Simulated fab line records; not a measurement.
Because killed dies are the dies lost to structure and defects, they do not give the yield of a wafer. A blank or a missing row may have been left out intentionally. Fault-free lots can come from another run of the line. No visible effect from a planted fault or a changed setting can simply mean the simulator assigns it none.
Struck lot and sound lot, side by side + flow gf180mcu + 19 out of 602 route steps
Sound: wafers L252.2, L252.5, L252.6. Struck: wafers L254.1, L254.2, L254.4. At the end, the cause is stated.
At each step with rows: each side's tool, then ch and its chambers, then its first start. Under that, the readings that differ: sound wafers + struck wafers + difference of the means + sigmas: that difference in standard deviations of wafers without a fault.
alike: a reading whose means differ by less than 2 such deviations, as well as words and numbers matching on both sides. not compared: withheld readings; readings where some wafer has no value; bounds like >300 that might hide an equal value; numbers whose values overlap and for which the record gives no deviation.
A row with sigmas, a row that says differs or no value, or rows on one side alone: a step with any of these is where the two part. Non-overlapping numbers with no deviation appear without sigmas and do not part them. A reading that every wafer of one side lacks parts them only if that side has two wafers or more.

GF_M3_SPUTTER_00: material Ti, target thk 37.5 nm, time 150 s.
  sound on pvd-sputter-04 at day 22 07:23; struck on pvd-sputter-03 at day 23 04:10
  alike: throttle-valve-pct
GF_M3_SPUTTER_01: material TiN, target thk 30 nm, time 25 s.
  sound on pvd-sputter-04 at day 22 07:29; struck on pvd-sputter-03 at day 23 04:16
  alike: throttle-valve-pct
GF_M3_SPUTTER_02: material AlCu, target thk 450 nm, time 23.9 s.
  sound on pvd-sputter-04 at day 22 07:31; struck on pvd-sputter-03 at day 23 04:17
  alike: throttle-valve-pct
GF_M3_SPUTTER_03: material Ti, target thk 10 nm, time 6.7 s.
  sound on pvd-sputter-04 at day 22 07:32; struck on pvd-sputter-03 at day 23 04:19
  alike: throttle-valve-pct
then, 1 step without rows for these wafers: GF_M3_SPUTTER_04 (material TiN, target thk 50 nm, time 41.7 s).
GF_M3_RS_MEAS_05: uses a four-point probe to measure.
  sound on film-metro-01 at day 22 07:37; struck on film-metro-03 at day 23 04:23
  alike: M3_ALCU_RS
GF_M3_THK_MEAS_06: measures by xrf.
  sound on film-metro-01 at day 22 07:44; struck on film-metro-03 at day 23 04:30
  alike: M3_ALCU_THK
then, 5 steps without rows for these wafers: GF_M3_DEHYDRATE_07 (time 60 s); GF_M3_HMDS_08 (prime time 60 s); GF_M3_COAT_09 (resist thk 990.7 nm); GF_M3_SOFTBAKE_10 (time 60 s); GF_M3_EXPOSE_11 (exposes mask Metal3, target cd 280 nm).
GF_M3_PEB_12: peb time 90 s.
  sound on litho-track-02 ch 0, day 23 06:20; struck on litho-track-02 ch 0, day 24 02:51
| reading                  | sound                | struck               | difference | sigmas |
|--------------------------|----------------------|----------------------|------------|--------|
| heater-power-total-W (W) | 85.80 85.61 85.65    | 82.54 82.39 82.38    | -3.25      | -37    |
| plate-temp-C (C)         | 134.97 134.87 134.96 | 131.24 131.01 131.19 | -3.79      | -24    |
| resist-line-temp-C (C)   | 23.17 23.14 23.07    | 22.81 22.77 22.88    | -0.31      | -3     |
then, 1 step without rows for these wafers: GF_M3_DEVELOP_13 (develop time 60 s).
GF_M3_CD_MEAS_14: target cd 280 nm.
  sound on cd-sem-01 at day 23 06:40; struck on cd-sem-01 at day 24 03:12
| reading    | sound             | struck            | difference | sigmas |
|------------|-------------------|-------------------|------------|--------|
| cd-nm (nm) | 278.4 278.1 278.0 | 291.9 292.5 292.7 | +14.2      | +12    |
GF_M3_OVL_MEAS_15:
  sound on overlay-01 at day 23 06:46; struck on overlay-02 at day 24 03:19
  alike: M3_OVL
GF_M3_METAL_ETCH_16: etches the open film in Cl2/BCl3, stops on SiO2, target depth 627.5 nm, time 104.6 s.
  sound on rie-metal-01 ch 0,1, day 23 06:48; struck on rie-metal-03 ch 0,1, day 24 03:21
| reading             | sound         | struck            | difference | sigmas |
|---------------------|---------------|-------------------|------------|--------|
| model.M3.cd-nm (nm) | 281 284 286.2 | 296.4 291.9 290.6 | +9.2       |        |
  alike: drypump-motor-current-A, oes-product-au, throttle-valve-pct
  not compared: rf-hours-counter-h
GF_M3_STRIP_17: strips in O2/N2.
  sound on plasma-asher-02 ch 0,1, day 23 06:55; struck on plasma-asher-02 ch 0,1, day 24 03:28
  alike: drypump-motor-current-A, heater-power-w, oes-product-au, strip-time-to-endpoint-s
  not compared: rf-hours-counter-h
-- the record jumps here: 7 days lie between the struck wafers' starts before and after (it left off in module M3 and takes up again in module PASSIVATION, whose first step shown is number 602 of the route) --
GF_PASSIVATION_PROBE_99:
  only the struck wafers here have rows in the record (prober-02, day 31 08:22); the sound ones have none

WHERE THEY PART
Earliest at GF_M3_PEB_12; latest, in this record, at GF_PASSIVATION_PROBE_99.

WHY: what had been put in by the simulator
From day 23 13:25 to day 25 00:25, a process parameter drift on litho-track-02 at GF_M3_PEB_12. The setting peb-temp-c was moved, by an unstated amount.
